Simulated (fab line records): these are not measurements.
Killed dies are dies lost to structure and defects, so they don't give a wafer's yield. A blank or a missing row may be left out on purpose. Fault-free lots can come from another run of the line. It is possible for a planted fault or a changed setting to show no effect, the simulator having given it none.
A lot that was struck, set against a sound lot | flow gf180mcu | 23 out of 602 route steps
Sound: the wafers L954.1, L954.2, L954.6. Wafers L963.1, L963.2, L963.6 were the ones struck. Last of all comes the cause.
For every step that has rows: the tool of each side, followed by ch and its chambers, followed by its first start. Under that, the readings that differ: sound wafers | struck wafers | difference of the means | sigmas: that difference in standard deviations of wafers without a fault.
alike: words and numbers the same on both sides, and readings whose means are apart by under 2 such deviations; not compared: readings that were withheld, readings missing a value for some wafer, numbers with overlapping values and no deviation given by the record, and bounds like >300 which may hide the same value.
A row with sigmas, a row that says differs or no value, or rows on one side alone: a step with any of these is where the two part. Numbers that don't overlap but have no deviation are shown without sigmas and don't part them. A reading that every wafer of one side lacks parts them only if that side has two wafers or more.

first, 1 step without rows for these wafers: GF_POLY_GATE_DEVELOP_09 (develop time 60 s).
GF_POLY_GATE_CD_MEAS_10 targets a cd of 280 nm.
  struck on cd-sem-01, day 11 23:01; sound on cd-sem-02, day 9 04:48
  alike: cd-nm
GF_POLY_GATE_OVL_MEAS_11:
  struck on overlay-01, day 11 23:08; sound on overlay-01, day 9 04:55
  alike: POLY_GATE_OVL
GF_POLY_GATE_ETCH_12: etches BARC in N2/H2.
  sound on rie-diel-02 ch 0,2,3, day 9 04:58; struck on rie-diel-03 ch 1,2,3, day 11 23:11
  alike: drypump-motor-current-A, h2-flow-sccm, n2-flow-sccm, oes-product-au, throttle-valve-pct
GF_POLY_GATE_ETCH_13: etches poly-Si in HBr/Cl2, stops on SiO2, target depth 198.5 nm, time 69.6 s.
  sound on rie-si-02 ch 1,3, day 9 05:01; struck on rie-si-02 ch 2,3, day 11 23:14
  alike: drypump-motor-current-A, oes-product-au, throttle-valve-pct
  not compared: rf-hours-counter-h
GF_POLY_GATE_STRIP_14: strips in O2/N2.
  sound on plasma-asher-02 ch 0,1, day 9 05:04; struck on plasma-asher-01 ch 0,1, day 11 23:17
  alike: drypump-motor-current-A, heater-power-w, n2-flow-sccm, oes-product-au
  not compared: rf-hours-counter-h
then, 2 steps without rows for these wafers: GF_POLY_GATE_CLEAN_15 (cleans in SC1/SC2, time 150 s); GF_POLY_GATE_OXIDATION_16 (stabilise 600 s, purge 300 s, target thk 4 nm).
GF_POLY_GATE_THK_MEAS_17:
  struck on film-metro-04, day 12 01:25; sound on film-metro-03, day 9 07:24
  reading                      | sound          | struck         | difference | sigmas
  POLY_GATE_OXIDATION_THK (nm) | 4.18 4.07 4.15 | 3.79 3.88 3.92 | -0.27      | -3
GF_POLY_GATE_CD_MEAS_18:
  struck on cd-sem-02, day 12 01:35; sound on cd-sem-01, day 9 07:28
  alike: cd-nm
then, 2 steps without rows for these wafers: GF_HV_LDD_DEHYDRATE_00 (time 60 s); GF_HV_LDD_HMDS_01 (prime time 60 s).
GF_HV_LDD_COAT_02: resist thk 1000 nm.
  sound on litho-track-03 ch 0, day 9 16:28; struck on litho-track-03 ch 0, day 12 10:25
  reading                                     | sound                | struck               | difference | sigmas
  spin-speed-rpm (rpm)                        | 2998.7 2999.7 2999.2 | 3165.5 3163.6 3165.6 | +165.7     | +87
  model.NOVOLAK_of_HV_LDD_COAT_02.thk-nm (nm) | 998.3 996.3 1000     | 970.2 973.5 970.8    | -26.7      |
  alike: resist-line-temp-C
then, 3 steps without rows for these wafers: GF_HV_LDD_SOFTBAKE_03 (time 60 s); GF_HV_LDD_EXPOSE_04 (exposes mask Nplus LV AREA, target cd 400 nm); GF_HV_LDD_PEB_05.
GF_HV_LDD_DEVELOP_06: develop time 60 s.
  sound on litho-track-04 ch 0, day 10 01:33; struck on litho-track-04 ch 0, day 12 19:54
  reading                                     | sound             | struck            | difference | sigmas
  model.NOVOLAK_of_HV_LDD_COAT_02.thk-nm (nm) | 997.9 995.9 999.9 | 969.8 973.1 970.4 | -26.8      |
  alike: resist-line-temp-C
GF_HV_LDD_CD_MEAS_07 targets a cd of 400 nm.
  struck on cd-sem-02, day 12 20:03; sound on cd-sem-02, day 10 01:42
  alike: cd-nm
GF_HV_LDD_OVL_MEAS_08:
  struck on overlay-02, day 12 20:10; sound on overlay-01, day 10 01:49
  reading         | sound       | struck         | difference | sigmas
  HV_LDD_OVL (nm) | 1.1 3.3 0.3 | -0.3 -0.1 -2.3 | -2.5       | -2
after that, 1 step had no rows for these wafers: GF_HV_LDD_IMPLANT_09.
GF_HV_LDD_STRIP_10: strips in O2/N2.
  sound on plasma-asher-02 ch 0,1, day 10 02:01; struck on plasma-asher-04 ch 0,1, day 12 20:22
  reading                      | sound             | struck            | difference | sigmas
  strip-time-to-endpoint-s (s) | 12.60 12.57 12.63 | 12.28 12.33 12.30 | -0.30      | -8
  alike: drypump-motor-current-A, heater-power-w, n2-flow-sccm, oes-product-au
  not compared: rf-hours-counter-h
GF_HV_LDD_TW_MEAS_11:
  struck on film-metro-02, day 12 20:28; sound on film-metro-03, day 10 02:07
  reading   | sound          | struck         | difference | sigmas
  HV_LDD_TW | 2438 2424 2434 | 2376 2394 2391 | -45        | -2
-- the record jumps here: 19 days lie between the struck wafers' starts before and after (it left off in module HV_LDD and takes up again in module PASSIVATION, whose first step shown is number 602 of the route) --
GF_PASSIVATION_PROBE_99:
  only the struck wafers here have rows in the record (prober-01, day 31 21:25); the sound ones have none

== WHERE THEY PART ==
Last at GF_PASSIVATION_PROBE_99 as far as this record goes, first at GF_POLY_GATE_THK_MEAS_17.

WHY: what the simulator had put in
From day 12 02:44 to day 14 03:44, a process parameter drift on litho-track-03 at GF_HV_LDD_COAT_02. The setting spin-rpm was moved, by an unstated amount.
